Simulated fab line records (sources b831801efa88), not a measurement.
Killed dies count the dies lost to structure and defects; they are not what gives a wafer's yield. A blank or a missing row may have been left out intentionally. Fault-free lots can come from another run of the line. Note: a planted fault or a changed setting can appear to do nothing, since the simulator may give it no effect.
fab line records	flow sky130
record lots=11	wafers=33	last-day=50
route steps=708 shown METAL3@533 CAPM@540 VIA3@576 PAD_OPEN@708
lots that met no fault: from a run of the same line without faults
start-h: hours from the record's first day to the start of the lot's first wafer shown	wait-h: hours from the lot's prior step to this one	" unchanged from the row above	L1.1+2: several wafers, shown together as one row	- either no value or no given start	* or withheld: withheld	< > ~ a bound
route shown NAME@n: names a module that has steps shown in the file, with the first one's number in the route	usual: mean/standard deviation taken from wafers without a fault	same: alike in all rows	chamber/n: place in a boat	sites: the reading at each site	_std_site: standard deviation of those values	_edge_site: inner sites' mean taken away from outer sites' mean	radius-mm: how far each site lies from the wafer's centre	mask NAME#n: copy n	behind: the last tool/chamber to shape the wafer	hold: cause of the lot's hold/its duration in hours/its outcome	device: transistor that didn't switch, given as n, p or np	end of line: tests of these same wafers at the route's end	where a step has no rows: the recipe by itself	killed: dies lost to structure and defects at the first sort, not the wafer's yield	map: the dies of a wafer, with x for killed, . for not killed, _ for no die there
set.NAME: the setting as run; set.NAME@STEP: as run at that earlier step	model.NAME: the simulator's own value behind a step, which no gauge read
a sample of lots followed through the steps of the route, with each step as a table and each wafer as a row
services: the hour from which a tool's chamber was out of use, counted from the record's first day as start-h (under 0 if before that day), plus the number of hours and why
## steps
# step SKY_METAL3_SPUTTER_01
# recipe material=TiN	target-thk-nm=20	power-w=6500	time-s=16.7	chamber-pressure-pa=0.4
# usual throttle-valve-pct=29.6/0.69
# same time-s=16.7
lot.wafer	tool	chamber	start-h	wait-h	throttle-valve-pct
L108.1	pvd-sputter-04	-	876.41	0.0	29.2
L108.2	"	-	"	"	30.3
L108.3	"	-	"	"	29.3
L109.2	pvd-sputter-03	-	887.36	0.0	29.0
L109.5	"	-	"	"	28.8
L109.6	"	-	"	"	28.9
L117.1	pvd-sputter-04	-	935.75	0.0	29.0
L117.2	"	-	"	"	29.1
L117.3	"	-	"	"	30.2
L118.1	pvd-sputter-02	-	977.72	0.0	30.2
L118.3	"	-	"	"	30.9
L118.6	"	-	"	"	30.3
L119.1	pvd-sputter-04	-	978.02	0.0	29.3
L119.2	"	-	"	"	29.0
L119.4	"	-	"	"	30.2
L121.1	pvd-sputter-04	-	978.32	0.0	29.2
L121.5	"	-	"	"	29.6
L121.6	"	-	"	"	30.4
L122.1	pvd-sputter-02	-	979.52	0.0	30.8
L122.2	"	-	"	"	29.4
L122.4	"	-	"	"	30.2
L123.3	pvd-sputter-04	-	980.86	0.0	28.7
L123.4	"	-	"	"	29.1
L123.5	"	-	"	"	30.3
L125.3	pvd-sputter-02	-	988.06	0.0	31.1
L125.5	"	-	"	"	30.3
L125.6	"	-	"	"	30.8
L126.2	pvd-sputter-02	-	1004.37	0.0	29.2
L126.4	"	-	"	"	30.7
L126.5	"	-	"	"	30.1
L127.4	pvd-sputter-04	-	1009.69	0.0	29.4
L127.5	"	-	"	"	28.8
L127.6	"	-	"	"	29.4
# step SKY_CAPM_RS_MEAS_03
# recipe thk-meas-gauge=four-point-probe	reads=TiN_of_CAPM_SPUTTER_02
# usual CAPM_TIN_RS=6.91/0.094
lot.wafer	tool	chamber	start-h	wait-h	CAPM_TIN_RS[ohm/sq]
L108.1	film-metro-01	-	876.73	0.1	7.02
L108.2	"	-	"	"	7.01
L108.3	"	-	"	"	6.92
L109.2	film-metro-01	-	887.70	0.1	6.86
L109.5	"	-	"	"	6.91
L109.6	"	-	"	"	7.05
L117.1	film-metro-01	-	936.08	0.1	6.88
L117.2	"	-	"	"	6.83
L117.3	"	-	"	"	6.80
L118.1	film-metro-03	-	978.04	0.1	6.90
L118.3	"	-	"	"	6.87
L118.6	"	-	"	"	6.90
L119.1	film-metro-04	-	978.34	0.1	6.88
L119.2	"	-	"	"	6.99
L119.4	"	-	"	"	6.84
L121.1	film-metro-04	-	978.64	0.1	7.13
L121.5	"	-	"	"	6.89
L121.6	"	-	"	"	6.82
L122.1	film-metro-04	-	979.84	0.1	6.96
L122.2	"	-	"	"	7.00
L122.4	"	-	"	"	6.83
L123.3	film-metro-04	-	981.23	0.1	6.88
L123.4	"	-	"	"	6.89
L123.5	"	-	"	"	7.07
L125.3	film-metro-03	-	988.42	0.1	6.80
L125.5	"	-	"	"	6.92
L125.6	"	-	"	"	6.82
L126.2	film-metro-01	-	1004.72	0.1	6.94
L126.4	"	-	"	"	6.88
L126.5	"	-	"	"	6.83
L127.4	film-metro-01	-	1010.09	0.1	6.84
L127.5	"	-	"	"	7.05
L127.6	"	-	"	"	6.90
# step SKY_METAL3_ETCH_16
# recipe chemistry=N2/H2	target=BARC	ion-energy-ev=200	bias-w=100	pressure-mtorr=30	n2-flow-sccm=100	h2-flow-sccm=200	icp-w=500	stop-on=SiO2	time-s=88.2	target-depth-a=600
# usual bias-w=100.0/0.33	chamber-pressure-mTorr=30.00/0.03	drypump-motor-current-A=5.40/0.3	oes-product-au=0.626/0.0044	throttle-valve-pct=13.203/0.0094	time-s=88.2/0
lot.wafer	tool	chamber	start-h	wait-h	bias-w	chamber-pressure-mTorr	drypump-motor-current-A	oes-product-au	rf-hours-counter-h	throttle-valve-pct	time-s
L108.1	rie-metal-03	0	928.63	0.0	100.1	30.03	5.59	0.629	14	13.214	88.2
L108.2	"	1	"	"	99.6	30.01	5.76	0.629	1	13.201	88.2
L108.3	"	0	"	"	99.9	30.02	5.58	0.631	-	13.197	88.2
L109.2	rie-metal-04	0	938.38	0.0	100.3	29.98	5.38	0.621	16	13.194	88.2
L109.5	"	0	"	"	100.0	29.97	5.38	0.622	-	13.208	88.2
L109.6	"	1	"	"	99.7	29.98	5.31	0.629	-	13.217	88.2
L117.1	rie-metal-03	1	985.73	0.0	-	-	-	-	-	-	-
L117.2	"	0	"	"	-	-	-	-	-	-	-
L117.3	"	1	"	"	-	-	-	-	-	-	-
L118.1	rie-metal-04	1	1026.43	0.1	-	-	-	-	-	-	-
L118.3	"	1	"	"	-	-	-	-	-	-	-
L118.6	"	1	"	"	-	-	-	-	-	-	-
L119.1	rie-metal-01	1	1026.75	0.0	-	-	-	-	-	-	-
L119.2	"	0	"	"	-	-	-	-	-	-	-
L119.4	"	0	"	"	-	-	-	-	-	-	-
L121.1	rie-metal-04	1	1026.82	0.1	100.2	30.01	5.30	0.623	15	13.201	88.2
L121.5	"	1	"	"	99.8	30.02	5.31	0.626	-	13.214	88.2
L121.6	"	1	"	"	99.6	29.98	5.30	0.630	-	13.188	88.2
L122.1	rie-metal-04	1	1027.84	0.1	100.3	30.02	5.29	0.621	15	13.214	88.2
L122.2	"	1	"	"	100.5	29.94	5.30	0.623	-	13.204	88.2
L122.4	"	1	"	"	100.4	29.99	5.28	0.630	-	13.184	88.2
L123.3	rie-metal-03	1	1029.49	0.0	99.9	29.94	5.83	0.614	-	13.195	88.2
L123.4	"	0	"	"	99.7	30.03	5.55	0.623	-	13.208	88.2
L123.5	"	1	"	"	100.3	30.00	5.81	0.619	-	13.194	88.2
L125.3	rie-metal-04	1	1035.10	0.1	99.8	30.03	5.30	0.633	-	13.212	88.2
L125.5	"	1	"	"	99.6	29.96	5.31	0.625	-	13.211	88.2
L125.6	"	1	"	"	99.8	29.95	5.31	0.630	-	13.192	88.2
L126.2	rie-metal-01	1	1052.60	0.0	100.1	30.01	4.85	0.630	18	13.206	88.2
L126.4	"	1	"	"	99.7	29.95	4.85	0.625	-	13.203	88.2
L126.5	"	1	"	"	100.4	29.97	4.87	0.621	-	13.196	88.2
L127.4	rie-metal-01	1	1055.83	0.0	99.8	30.04	4.85	0.620	-	13.208	88.2
L127.5	"	1	"	"	100.3	30.00	4.84	0.625	-	13.220	88.2
L127.6	"	0	"	"	100.2	29.97	5.63	0.625	-	13.207	88.2
# step SKY_METAL3_ETCH_17
# recipe target=SiO2	stop-on=TiN	chemistry=C4F8/O2/Ar	source-w=1500	bias-w=1200	pressure-mtorr=40	c4f8-flow-sccm=withheld	O2_flow_sccm=6	Ar_flow_sccm=300	time-s=3.9	target-depth-a=150
# usual bias-w=1200/3.6	chamber-pressure-mTorr=40.00/0.078	oes-product-au=0.757/0.0071
# same time-s=3.9
lot.wafer	tool	chamber	start-h	wait-h	bias-w	chamber-pressure-mTorr	oes-product-au	rf-hours-counter-h
L108.1	rie-diel-01	3	928.73	0.1	1199	40.05	0.760	13
L108.2	"	0	"	"	1201	39.97	0.765	12
L108.3	"	2	"	"	1196	40.01	0.752	19
L109.2	rie-diel-01	3	938.48	0.1	1199	40.02	0.751	13
L109.5	"	2	"	"	1198	40.01	0.771	-
L109.6	"	3	"	"	1198	39.98	0.754	-
L117.1	rie-diel-04	1	985.83	0.1	1206	40.00	0.372	10
L117.2	"	0	"	"	1195	40.03	0.373	9
L117.3	"	3	"	"	1203	40.06	0.382	22
L118.1	rie-diel-01	0	1026.63	0.2	1204	40.03	0.367	15
L118.3	"	1	"	"	1198	40.02	0.374	17
L118.6	"	2	"	"	1203	40.06	0.371	-
L119.1	rie-diel-04	0	1026.85	0.1	1208	40.02	0.373	10
L119.2	"	2	"	"	1197	40.01	0.376	4
L119.4	"	3	"	"	1195	40.07	0.370	24
L121.1	rie-diel-02	0	1027.01	0.2	1200	39.94	0.751	14
L121.5	"	0	"	"	1197	39.93	0.751	-
L121.6	"	3	"	"	1206	39.98	0.759	-
L122.1	rie-diel-01	0	1028.03	0.2	1199	39.98	0.751	15
L122.2	"	2	"	"	1201	39.99	0.759	22
L122.4	"	1	"	"	1195	40.05	0.758	17
L123.3	rie-diel-02	3	1029.55	0.0	1201	39.98	0.770	14
L123.4	"	2	"	"	1198	39.92	0.760	12
L123.5	"	1	"	"	1196	40.11	0.761	-
L125.3	rie-diel-04	0	1035.23	0.1	1198	40.01	0.749	11
L125.5	"	2	"	"	1197	40.00	0.782	-
L125.6	"	3	"	"	1201	39.98	0.767	-
L126.2	rie-diel-01	2	1052.70	0.1	1199	40.05	0.747	23
L126.4	"	1	"	"	1194	39.95	0.766	-
L126.5	"	3	"	"	1204	39.93	0.758	-
L127.4	rie-diel-01	3	1055.90	0.0	1198	39.98	0.759	16
L127.5	"	1	"	"	1198	39.98	0.753	-
L127.6	"	2	"	"	1203	40.01	0.752	-
# step SKY_METAL3_STRIP_19
# recipe chemistry=O2/N2	power-w=1400	pressure-mtorr=1500	platen-temp-c=withheld	o2-flow-sccm=3000	n2-flow-sccm=300	overash-fraction=0.5
# usual drypump-motor-current-A=5.7/0.31	oes-product-au=0.502/0.0052	strip-time-to-endpoint-s=6.52/0.085
lot.wafer	tool	chamber	start-h	wait-h	drypump-motor-current-A	oes-product-au	rf-hours-counter-h	strip-time-to-endpoint-s
L108.1	plasma-asher-01	0	928.93	0.1	5.9	0.496	81	6.39
L108.2	"	1	"	"	5.2	0.510	81	6.58
L108.3	"	1	"	"	5.2	0.498	-	6.42
L109.2	plasma-asher-03	1	938.68	0.1	5.7	0.503	109	6.54
L109.5	"	0	"	"	5.7	0.502	-	6.47
L109.6	"	1	"	"	5.7	0.506	-	6.48
L117.1	plasma-asher-01	1	986.03	0.1	5.2	0.519	87	6.95
L117.2	"	0	"	"	5.9	0.526	87	7.14
L117.3	"	1	"	"	5.2	0.523	-	6.92
L118.1	plasma-asher-04	1	1026.83	0.1	5.4	0.529	26	7.12
L118.3	"	0	"	"	6.1	0.521	-	6.94
L118.6	"	0	"	"	6.1	0.523	-	7.08
L119.1	plasma-asher-01	1	1027.04	0.1	5.2	0.515	91	6.94
L119.2	"	0	"	"	5.9	0.527	91	7.07
L119.4	"	0	"	"	5.9	0.527	-	7.08
L121.1	plasma-asher-04	1	1027.21	0.1	5.4	0.499	27	6.36
L121.5	"	0	"	"	6.0	0.502	-	6.52
L121.6	"	1	"	"	5.4	0.499	-	6.38
L122.1	plasma-asher-01	1	1028.23	0.1	5.2	0.498	91	6.52
L122.2	"	0	"	"	5.9	0.500	91	6.63
L122.4	"	0	"	"	5.9	0.513	-	6.59
L123.3	plasma-asher-04	1	1029.78	0.1	5.4	0.496	-	6.46
L123.4	"	0	"	"	6.0	0.501	-	6.60
L123.5	"	0	"	"	6.0	0.512	-	6.65
L125.3	plasma-asher-01	1	1035.46	0.1	5.2	0.503	-	6.43
L125.5	"	1	"	"	5.2	0.493	-	6.48
L125.6	"	0	"	"	5.9	0.507	-	6.64
L126.2	plasma-asher-03	0	1052.90	0.1	5.7	0.497	120	6.39
L126.4	"	0	"	"	5.7	0.502	-	6.48
L126.5	"	0	"	"	5.7	0.495	-	6.40
L127.4	plasma-asher-04	1	1056.13	0.1	5.4	0.506	-	6.51
L127.5	"	1	"	"	5.5	0.495	-	6.48
L127.6	"	0	"	"	6.0	0.500	-	6.46
# step SKY_VIA3_BOW_MEAS_03
# recipe mode=bow
# usual VIA3_BOW=81/7.7
lot.wafer	tool	chamber	start-h	wait-h	VIA3_BOW[um]
L108.1	film-metro-02	-	930.05	0.1	76
L108.2	"	-	"	"	62
L108.3	"	-	"	"	75
L109.2	film-metro-02	-	939.90	0.2	82
L109.5	"	-	"	"	75
L109.6	"	-	"	"	87
L121.1	film-metro-03	-	1028.33	0.1	78
L121.5	"	-	"	"	85
L121.6	"	-	"	"	78
L122.1	film-metro-03	-	1029.35	0.1	78
L122.2	"	-	"	"	82
L122.4	"	-	"	"	79
L123.3	film-metro-02	-	1030.97	0.2	84
L123.4	"	-	"	"	73
L123.5	"	-	"	"	84
L125.3	film-metro-02	-	1036.63	0.2	87
L125.5	"	-	"	"	93
L125.6	"	-	"	"	93
L126.2	film-metro-02	-	1054.03	0.3	72
L126.4	"	-	"	"	71
L126.5	"	-	"	"	74
L127.4	film-metro-02	-	1057.28	0.3	90
L127.5	"	-	"	"	84
L127.6	"	-	"	"	88
# step SKY_PAD_OPEN_PROBE_99
# usual defect-limited-yield=82.4/1.9	killed_at_M0_to_M3=44/6.5	killed_at_M4_up=2.9/1.7	killed-at-contacts=24/5.7	killed-at-front-end=16/4.4	killed-at-other=0.2/0.48	killed-dies=87/9.6	killed-on-rim=17/3.8	killed-open=48/6.7	killed-short=38/6.2
# same gross-dies=492	killed-at-back-side=0
lot.wafer	tool	chamber	start-h	wait-h	defect-limited-yield[%]	killed_at_M0_to_M3	killed_at_M4_up	killed-at-contacts	killed-at-front-end	killed-at-other	killed-dies	killed-on-rim	killed-open	killed-short
L108.1	prober-02	-	1100.56	0.1	78.7	48	4	26	25	2	105	24	50	54
L108.2	prober-02	-	1100.61	0.1	79.7	39	4	29	28	0	100	21	52	47
L108.3	prober-02	-	1100.66	0.2	80.9	54	5	17	18	0	94	16	57	37
L109.2	prober-01	-	1108.03	0.1	84.1	31	2	28	17	0	78	21	41	37
L109.5	prober-01	-	1108.18	0.2	82.9	43	0	24	16	1	84	12	50	33
L109.6	prober-01	-	1108.23	0.2	82.9	43	1	24	15	1	84	16	48	35
L117.2	prober-02	-	1146.87	0.1	0	452	6	23	11	0	492	96	56	36
L117.3	prober-02	-	1146.92	0.2	0	447	3	31	11	0	492	96	45	40
L118.1	prober-02	-	1177.66	0.1	0	446	2	17	26	1	492	96	57	33
L118.3	prober-02	-	1177.76	0.2	0	446	5	21	20	0	492	96	47	39
L118.6	prober-02	-	1177.91	0.2	0	448	3	20	21	0	492	96	49	49
L119.1	prober-01	-	1178.37	0.1	0	455	3	22	12	0	492	96	46	33
L119.2	prober-01	-	1178.42	0.1	0	456	5	18	13	0	492	96	41	32
L119.4	prober-01	-	1178.52	0.2	0	456	3	23	9	1	492	96	45	30
L121.1	prober-02	-	1180.24	0.1	83.3	42	2	24	14	0	82	14	43	39
L121.5	prober-02	-	1180.44	0.2	81.5	42	5	23	21	0	91	13	45	46
L121.6	prober-02	-	1180.49	0.2	78.9	48	5	31	19	1	104	19	58	46
# killed by level:class
L108.1 CONTACT:geometric-particle:open=11 VIA1:geometric-particle:open=11 VIA3:geometric-particle:short=7 METAL2:geometric-particle:short=7 FIELD_ISO:geometric-particle:short=6 POLY_GATE:geometric-particle:short=6 LI_CONTACT:geometric-particle:open=6 LOCAL_INTERCONNECT:geometric-particle:short=6
L108.2 LOCAL_INTERCONNECT:geometric-particle:short=10 POLY_GATE:geometric-particle:open=8 LI_CONTACT:geometric-particle:open=8 VIA1:geometric-particle:open=7 VIA2:geometric-particle:open=7 FIELD_ISO:geometric-particle:short=6 VIA3:geometric-particle:open=6 CONTACT:geometric-particle:short=5
L108.3 VIA1:geometric-particle:open=10 CONTACT:geometric-particle:open=9 METAL1:geometric-particle:short=9 POLY_GATE:geometric-particle:open=7 VIA2:geometric-particle:open=7 FIELD_ISO:geometric-particle:open=6 METAL2:geometric-particle:short=5 LOCAL_INTERCONNECT:geometric-particle:short=4
L109.2 VIA1:geometric-particle:open=9 LI_CONTACT:geometric-particle:open=9 CONTACT:geometric-particle:short=6 CONTACT:geometric-particle:open=6 FIELD_ISO:geometric-particle:short=5 POLY_GATE:geometric-particle:short=5 METAL2:geometric-particle:short=5 METAL1:geometric-particle:short=4
L109.5 CONTACT:geometric-particle:open=13 VIA1:geometric-particle:open=8 VIA3:geometric-particle:open=8 VIA2:geometric-particle:open=7 METAL1:geometric-particle:short=7 POLY_GATE:geometric-particle:short=6 CONTACT:geometric-particle:short=6 FIELD_ISO:geometric-particle:open=4
L109.6 VIA1:geometric-particle:open=12 LI_CONTACT:geometric-particle:short=8 CONTACT:geometric-particle:open=8 VIA3:geometric-particle:open=8 VIA2:geometric-particle:open=6 POLY_GATE:geometric-particle:open=4 LOCAL_INTERCONNECT:geometric-particle:short=4 METAL1:geometric-particle:short=4
L117.2 METAL3:area-etch=399 VIA1:geometric-particle:open=12 VIA2:geometric-particle:open=12 CONTACT:geometric-particle:open=10 LOCAL_INTERCONNECT:geometric-particle:short=5 METAL1:geometric-particle:short=5 METAL2:geometric-particle:short=5 VIA3:geometric-particle:open=5
L117.3 METAL3:area-etch=406 CONTACT:geometric-particle:open=13 VIA2:geometric-particle:open=8 METAL2:geometric-particle:short=8 LI_CONTACT:geometric-particle:open=7 CONTACT:geometric-particle:short=6 POLY_GATE:geometric-particle:short=5 METAL1:geometric-particle:short=5
L118.1 METAL3:area-etch=400 VIA1:geometric-particle:open=19 FIELD_ISO:geometric-particle:open=8 VIA3:geometric-particle:open=7 LOCAL_INTERCONNECT:geometric-particle:short=6 CONTACT:geometric-particle:open=6 VIA2:geometric-particle:open=6 VIA1:geometric-particle:short=5
L118.3 METAL3:area-etch=405 VIA1:geometric-particle:open=12 CONTACT:geometric-particle:open=10 VIA2:geometric-particle:open=6 FIELD_ISO:geometric-particle:short=5 VIA3:geometric-particle:open=5 FIELD_ISO:geometric-particle:open=4 POLY_GATE:geometric-particle:short=4
L118.6 METAL3:area-etch=394 CONTACT:geometric-particle:open=14 METAL2:geometric-particle:short=10 VIA2:geometric-particle:short=7 VIA1:geometric-particle:open=6 VIA3:geometric-particle:open=6 VIA2:geometric-particle:open=6 POLY_GATE:geometric-particle:short=5
L119.1 METAL3:area-etch=413 VIA2:geometric-particle:open=9 VIA1:geometric-particle:open=7 VIA3:geometric-particle:open=6 LI_CONTACT:geometric-particle:open=6 CONTACT:geometric-particle:open=6 METAL2:geometric-particle:short=6 FIELD_ISO:geometric-particle:open=4
L119.2 METAL3:area-etch=419 VIA3:geometric-particle:open=8 CONTACT:geometric-particle:open=7 METAL1:geometric-particle:short=7 FIELD_ISO:geometric-particle:short=6 LI_CONTACT:geometric-particle:open=6 VIA2:geometric-particle:open=6 VIA1:geometric-particle:open=5
L119.4 METAL3:area-etch=417 VIA1:geometric-particle:open=12 CONTACT:geometric-particle:open=9 METAL1:geometric-particle:short=6 METAL2:geometric-particle:short=6 VIA3:geometric-particle:open=6 FIELD_ISO:geometric-particle:open=5 LI_CONTACT:geometric-particle:open=5
L121.1 VIA1:geometric-particle:open=11 CONTACT:geometric-particle:open=8 METAL2:geometric-particle:short=8 CONTACT:geometric-particle:short=6 LI_CONTACT:geometric-particle:open=5 VIA2:geometric-particle:open=5 METAL1:geometric-particle:short=5 FIELD_ISO:geometric-particle:open=4
L121.5 VIA1:geometric-particle:open=12 FIELD_ISO:geometric-particle:short=9 LI_CONTACT:geometric-particle:open=7 CONTACT:geometric-particle:open=7 METAL2:geometric-particle:short=7 VIA2:geometric-particle:open=5 VIA3:geometric-particle:open=5 LI_CONTACT:geometric-particle:short=4
L121.6 VIA1:geometric-particle:open=14 CONTACT:geometric-particle:open=14 METAL1:geometric-particle:short=7 METAL2:geometric-particle:short=7 FIELD_ISO:geometric-particle:open=6 LI_CONTACT:geometric-particle:open=6 CONTACT:geometric-particle:short=6 VIA3:geometric-particle:short=5
## services
tool	chamber	start-h	hours	kind
rie-metal-01	-	854.82	0.6	repair
rie-diel-02	1	864.14	7.5	repair
pvd-sputter-02	-	866.69	0.6	repair
rie-metal-04	0	885.86	4.2	repair
plasma-asher-04	-	887.75	15.6	pm
rie-diel-04	-	890.97	15.6	pm
rie-diel-02	-	900.36	15.6	pm
pvd-sputter-04	-	910.02	4.1	repair
rie-diel-04	2	918.90	34.7	repair
pvd-sputter-02	-	932.88	0.8	repair
rie-diel-01	1	940.29	6.3	repair
rie-diel-02	1	940.50	1.5	repair
rie-diel-02	2	955.41	14.9	repair
rie-diel-02	0	960.20	2.0	repair
rie-diel-01	3	980.89	4.1	repair
pvd-sputter-02	-	989.22	0.9	repair
rie-diel-02	0	1006.15	2.0	repair
pvd-sputter-04	-	1013.21	0.8	repair
plasma-asher-01	-	1016.27	2.8	pm
plasma-asher-03	-	1025.79	4.3	pm
pvd-sputter-02	-	1046.69	15.9	repair
rie-diel-01	0	1047.40	8.3	repair
rie-metal-04	-	1048.68	0.5	repair
plasma-asher-03	-	1055.25	9.0	pm
## key
first-sign step=SKY_METAL3_ETCH_16	reading=tool-record	direction=missing
effect step=SKY_METAL3_ETCH_17	reading=oes-product-au	direction=down	sigmas=54	usual=0.757	struck=0.373
effect step=SKY_METAL3_STRIP_19	reading=strip-time-to-endpoint-s	direction=up	sigmas=6	usual=*	struck=*
effect step=SKY_PAD_OPEN_PROBE_99	reading=killed_at_M0_to_M3	direction=up	sigmas=63	usual=44	struck=451
more-kills-born-at SKY_METAL3_ETCH_16@rie-metal-01=1249	SKY_METAL3_ETCH_16@rie-metal-04=1199	SKY_METAL3_ETCH_16@rie-metal-03=805
met-at SKY_METAL3_ETCH_16
struck-lots L117,L118,L119
later-rows-left-out L117.1,L117.2,L117.3,L118.1,L118.3,L118.6,L119.1,L119.2,L119.4
not-acting-at SKY_METAL3_SPUTTER_01,SKY_CAPM_RS_MEAS_03,SKY_VIA3_BOW_MEAS_03
onset-between 938.38 985.73
fault kind=skipped-step-whole	tool=rie-metal-01,rie-metal-03,rie-metal-04	chamber=-	onset-h=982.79	steps=SKY_METAL3_ETCH_16	scope=struck-lots-only
# later-rows-left-out: the simulator's readings of these wafers behind a module that went badly wrong aren't trusted and aren't shown, but for the sort
